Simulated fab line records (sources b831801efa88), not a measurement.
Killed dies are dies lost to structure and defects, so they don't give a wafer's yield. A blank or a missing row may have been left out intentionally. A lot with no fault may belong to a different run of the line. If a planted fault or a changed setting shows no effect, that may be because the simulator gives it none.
Which tool did it? | flow gf180mcu | 13 lots with 39 wafers sampled at 5 steps, on a route of 602 steps

WHAT EACH GAUGE READ, for each wafer
GF_V1_CD_MEAS_14: the cd target is 260 nm.
lot  | measured     | on        | cd nm (nm)
L390 | day 17 22:54 | cd sem-02 | 258.8 257.7 257.3
L391 | day 18 13:42 | cd sem-02 | 262.7 262.4 261.4
L392 | day 18 22:11 | cd sem-02 | 261.0 262.3 261.2
L393 | day 19 07:13 | cd sem-02 | 259.9 260.0 260.2
L395 | day 20 06:02 | cd sem-01 | 260.2 260.6 259.7
L397 | day 21 00:59 | cd sem-02 | 259.8 259.3 259.2
L398 | day 21 05:47 | cd sem-02 | 259.4 260.1 261.8
L399 | day 21 21:20 | cd sem-01 | 258.6 259.4 260.8
L400 | day 21 23:44 | cd sem-02 | 257.5 258.1 258.1
L408 | day 24 20:16 | cd sem-01 | 262.4 261.3 262.0
L410 | day 25 08:05 | cd sem-01 | 259.7 259.0 259.5
L409 | day 25 09:06 | cd sem-01 | 259.5 261.3 260.5
L412 | day 25 22:06 | cd sem-02 | 259.5 261.0 261.3

GF_V1_OVL_MEAS_15.
lot  | measured     | on         | V1_OVL (nm)
L390 | day 17 23:01 | overlay-02 | 3 9 7
L391 | day 18 13:49 | overlay-02 | 2 7 3
L392 | day 18 22:18 | overlay-02 | -10 3 -3
L393 | day 19 07:18 | overlay-01 | -3 -5 -6
L395 | day 20 06:08 | overlay-02 | -3 -7 -4
L397 | day 21 01:03 | overlay-02 | 4 2 0
L398 | day 21 05:54 | overlay-02 | -3 -11 -13
L399 | day 21 21:27 | overlay-02 | -8 -5 -9
L400 | day 21 23:51 | overlay-02 | 2 0 -2
L408 | day 24 20:25 | overlay-02 | 4 -2 1
L410 | day 25 08:10 | overlay-02 | 5 0 1
L409 | day 25 09:11 | overlay-02 | -4 -8 -5
L412 | day 25 22:13 | overlay-02 | 1 -3 4

GF_M2_CD_MEAS_14: the cd target is 280 nm.
lot  | measured     | on        | cd nm (nm)
L390 | day 19 01:07 | cd sem-02 | 278.6 278.8 278.8
L391 | day 19 16:02 | cd sem-02 | 279.5 280.4 280.2
L392 | day 20 00:07 | cd sem-01 | 277.7 278.3 277.7
L393 | day 20 09:07 | cd sem-01 | 281.5 279.7 280.5
L395 | day 21 07:06 | cd sem-02 | 281.5 280.2 279.9
L397 | day 22 01:41 | cd sem-02 | 279.9 280.2 280.1
L398 | day 22 07:07 | cd sem-02 | 277.7 278.3 277.8
L399 | day 22 22:43 | cd sem-02 | 277.6 279.1 278.5
L400 | day 23 00:19 | cd sem-01 | 278.3 278.5 278.3
L408 | day 25 19:07 | cd sem-02 | 262.2 273.6 266.6
L410 | day 26 06:14 | cd sem-01 | 279.6 278.0 280.5
L409 | day 26 07:43 | cd sem-02 | 280.4 281.7 280.7
L412 | day 26 20:13 | cd sem-02 | 280.3 280.1 280.5

GF_V2_THK_MEAS_03.
lot  | measured     | on            | V2_CVD_02_THK (nm)
L390 | day 19 02:10 | film metro-03 | 831 843 855
L391 | day 19 17:02 | film metro-01 | 845 847 869
L392 | day 20 01:07 | film metro-02 | 854 849 866
L393 | day 20 10:05 | film metro-02 | 854 853 858
L395 | day 21 08:14 | film metro-03 | 841 851 857
L397 | day 22 02:44 | film metro-02 | 854 855 858
L398 | day 22 08:07 | film metro-03 | 848 840 857
L399 | day 22 23:43 | film metro-01 | 848 854 862
L400 | day 23 01:19 | film metro-03 | 862 869 878
L408 | day 25 20:07 | film metro-02 | 839 838 857
L410 | day 26 07:16 | film metro-01 | 862 857 851
L409 | day 26 08:44 | film metro-02 | 864 875 853
L412 | day 26 21:14 | film metro-02 | 852 869 874

WHAT TOOL EACH LOT RAN ON (gives the tool, then ch and the chambers of the sampled wafers, and finally the start)
lot  | GF_M2_EXPOSE_11
L390 | krf scanner-02 ch 0, day 18 13:00
L391 | krf scanner-02 ch 0, day 19 03:52
L392 | krf scanner-01 ch 0, day 19 12:14
L393 | krf scanner-01 ch 0, day 19 21:39
L395 | krf scanner-01 ch 0, day 20 20:27
L397 | krf scanner-02 ch 0, day 21 14:25
L398 | krf scanner-01 ch 0, day 21 19:53
L399 | krf scanner-02 ch 0, day 22 10:29
L400 | krf scanner-02 ch 0, day 22 13:01
L408 | krf scanner-01 ch 0, day 25 08:37
L410 | krf scanner-02 ch 0, day 25 20:34
L409 | krf scanner-02 ch 0, day 25 22:20
L412 | krf scanner-02 ch 0, day 26 09:53
- GF_M2_EXPOSE_11: exposes mask Metal2, target cd 280 nm.

WHAT THE TOOLS THEMSELVES READ (means of the sampled wafers that have a number; where no wafer has one, the mark that the record gives instead)
GF_M2_EXPOSE_11.
lot  | tool           | exposure dose mJ cm2
L390 | krf scanner-02 | 27.999
L391 | krf scanner-02 | 28.011
L392 | krf scanner-01 | 27.982
L393 | krf scanner-01 | 27.988
L395 | krf scanner-01 | 28.003
L397 | krf scanner-02 | 28.025
L398 | krf scanner-01 | 27.981
L399 | krf scanner-02 | 27.985
L400 | krf scanner-02 | 27.997
L408 | krf scanner-01 | 27.656
L410 | krf scanner-02 | 27.994
L409 | krf scanner-02 | 28.046
L412 | krf scanner-02 | 28.037

THE ANSWER, worked out from the rows above alone
Rule: the usual values come from the lots themselves. The widest of any qualifying gaps counts: lots, ordered by their means at a reading, are off when they make up no more than a third of the lots, leave a main group of 4 or more, and stand apart from it by 3 or more times the standard deviation of that group's means. Not used: any main group whose means are identical at the precision the tables above print for the reading. A lot without any number at a reading at which 4 lots or more have one is off too. Any other lot the step has rows for is counted as sound. The gauges are gone through in route order, then the tools' own readings, and for those a lot's mean is taken as printed above. At the first step where some lot is off, the reading lying furthest off is the one used; lots without a number count as furthest.
Off, at GF_M2_CD_MEAS_14 on cd nm: L408. The main group: mean 279.4 nm, standard deviation 1.1.
If a tool, at a process step before that reading, ran all the lots that are off and no sound lot after the first of them, it fits. The gauges at GF_M2_CD_MEAS_14 aren't tried: what is off there is off at GF_M2_EXPOSE_11 too, on other tools, and a gauge's error can't cause that. One fits: GF_M2_EXPOSE_11 on krf scanner-01. Its last sound lot is L398 (day 21 19:53), its first lot that is off L408 (day 25 08:37): a fault that began between those two fits.
The tool's own readings at GF_M2_EXPOSE_11 bear it out: on the lots that are off they differ by more than 5 times the standard deviation of the sound lots' means. exposure dose mJ cm2 reads 27.656 there against 28.004 on the sound lots.

WHAT HAD BEEN PUT IN BY THE SIMULATOR
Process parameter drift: krf scanner-01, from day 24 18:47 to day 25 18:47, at GF_M2_EXPOSE_11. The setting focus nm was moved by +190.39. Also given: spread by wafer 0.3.
Shown lots that were struck: L408. The rule above reached the same finding.
